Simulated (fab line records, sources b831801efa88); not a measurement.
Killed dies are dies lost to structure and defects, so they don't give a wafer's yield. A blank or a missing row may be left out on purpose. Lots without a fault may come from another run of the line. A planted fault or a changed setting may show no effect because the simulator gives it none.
Problem report in the 8D (eight disciplines) form, filled by code | flow sfq_line | the parts of the form that need people (team, actions taken, sign-off) are left out

1. THE PROBLEM
heater_power_total_W at SFQ_TRILAYER_I7_VIA_LITHO_PEB_190 reads a mean of 81.38 W on 5 wafers of 2 lots; wafers without a fault read 79.15 W with a standard deviation of 0.066. That is +34 standard deviations from the usual mean.
The step: peb time 60 s.
First seen on wafer L668.3, day 71 08:25, on litho_track-02. The record holds 41 wafers of 14 lots with a number at this step. Rule for "out", or "out of limits": more than 4 standard deviations from the usual mean. The other wafers with a number count as sound.

2. WHAT IT IS AND WHAT IT IS NOT
question                    | is                                 | is not
which readings at this step | heater_power_total_W, plate_temp_C | exhaust_pa
which lots                  | L668, L669                         | L653, L654, L656, L657, L658, L660, L661, L666, L667, L670, L673, L674
which wafers of those lots  | all that have a number             | -
read on which tools         | litho_track-02                     | litho_track-03, litho_track-04
when                        | from day 71 08:25                  | up to then (27 sound wafers); but 9 sound wafers of L670, L673, L674 came after

3. SUSPECTS, AND WHAT RULES EACH OUT
Counting: a tool at a process step up to the reading stays a suspect if it ran every lot that is out and no sound lot after the first of them.
- litho_track-02 at SFQ_TRILAYER_I7_VIA_LITHO_PEB_190 (peb time 60 s): kept. It ran every lot that is out, first L668 (day 71 08:25), and no sound lot after that; its last sound lot up to then is L661 (day 70 20:22). Its own readings are out on those wafers: heater_power_total_W, plate_temp_C.
Left after counting: litho_track-02 at SFQ_TRILAYER_I7_VIA_LITHO_PEB_190.

4. THE CAUSE (what the simulator had put in)
Process parameter drift: litho_track-02, from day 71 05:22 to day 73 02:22, at SFQ_TRILAYER_I7_VIA_LITHO_PEB_190. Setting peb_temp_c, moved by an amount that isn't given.
Counting left only this tool.

5. THE CHAIN OF EFFECTS, in route order
Each row: a reading whose mean over the struck wafers that have a number lies more than 3 standard deviations from the usual. Only readings for which the record gives a usual standard deviation are gone through. hours: the time from each lot's start at the first step in this table that gives one to its start at this step, as a median over the lots. sigmas: the change in usual standard deviations.
hours | step                              | reading              | usual    | on struck wafers | change | sigmas
0     | SFQ_TRILAYER_I7_VIA_LITHO_PEB_190 | heater_power_total_W | 79.15 W  | 81.38            | +2.23  | +34
0     | SFQ_TRILAYER_I7_VIA_LITHO_PEB_190 | plate_temp_C         | 115.03 C | 117.59           | +2.56  | +20
The process steps in it:
- SFQ_TRILAYER_I7_VIA_LITHO_PEB_190: peb time 60 s.

6. WHAT WOULD HAVE CAUGHT IT SOONER
In this record the first reading out of limits was taken at day 71 08:25, 3 hours after the fault began at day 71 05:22.
